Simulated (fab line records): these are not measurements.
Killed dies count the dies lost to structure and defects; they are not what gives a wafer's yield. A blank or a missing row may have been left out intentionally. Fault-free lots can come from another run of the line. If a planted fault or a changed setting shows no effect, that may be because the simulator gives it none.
A single fault, viewed from 2 desks / flow sky130 / each desk holds nothing but its own numbers, with what lay behind them at the end

FROM THE METROLOGY DESK
What the gauges read, lot by lot, whatever tool the lot ran on: means of the sampled wafers that have a number. The brackets show how far a lot's mean lies from the usual mean; more than 4 standard deviations puts the lot out of limits, marked OUT.
Columns: A = cd-nm at SKY_FIELD_ISO_CD_MEAS_13, usual 150.0 nm; B = FIELD_ISO_OXIDATION_01_THK at SKY_FIELD_ISO_THK_MEAS_23, usual 9.90 nm; C = FIELD_ISO_CVD_24_THK at SKY_FIELD_ISO_THK_MEAS_25, usual 594 nm
lot=L161; first seen here=day 2 05:20; A=150.2; B=9.78; C=588
lot=L166; first seen here=day 3 07:29; A=150.2; B=10.05; C=596
lot=L168; first seen here=day 3 19:31; A=150.7; B=9.86; C=596
lot=L170; first seen here=day 4 03:30; A=151.3; B=10.00; C=599
lot=L176; first seen here=day 5 09:54; A=150.9; B=9.89; C=594
lot=L178; first seen here=day 5 22:04; A=151.0; B=9.90; C=595
Result from this desk: across the 6 lots, nothing is out of limits.

AT THE TOOL OWNER'S DESK: wet-bench-01
The tool's own readings at SKY_FIELD_ISO_WET_ETCH_18 (etches Si3N4 in H3PO4, target depth 25 nm, time 286 s): means of the sampled wafers that have a number, for each lot that ran on this tool. The brackets show how far a lot's mean lies from the usual mean; more than 4 standard deviations puts the lot out of limits, marked OUT.
Columns: A = run-length-s at SKY_FIELD_ISO_WET_ETCH_18, usual 313 s
lot=L161; first seen here=day 2 05:42; A=310
lot=L168; first seen here=day 3 19:55; A=485 (+57) OUT
lot=L170; first seen here=day 4 03:53; A=485 (+57) OUT
Finding of this desk: L168, L170 out of limits; the first was L168 at day 3 19:55, on run-length-s at SKY_FIELD_ISO_WET_ETCH_18. L161: within limits.

BROUGHT TOGETHER
On L168, L170, at day 3 19:55, an alarm was possible from the tool owner's desk.
Metrology desk: nothing out of limits seen.
The metrology desk holds a record of L168, L170, inside its limits.
All the named lots went through SKY_FIELD_ISO_WET_ETCH_18 on wet-bench-01.

WHAT THE SIMULATOR HAD INSERTED
wet-bench-01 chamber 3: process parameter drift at SKY_FIELD_ISO_WET_ETCH_18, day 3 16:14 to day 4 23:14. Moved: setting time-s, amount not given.
Struck lots among those shown: L168, L170.
Hours from the fault's start to each desk's first reading out of limits: the tool owner's desk, 4.
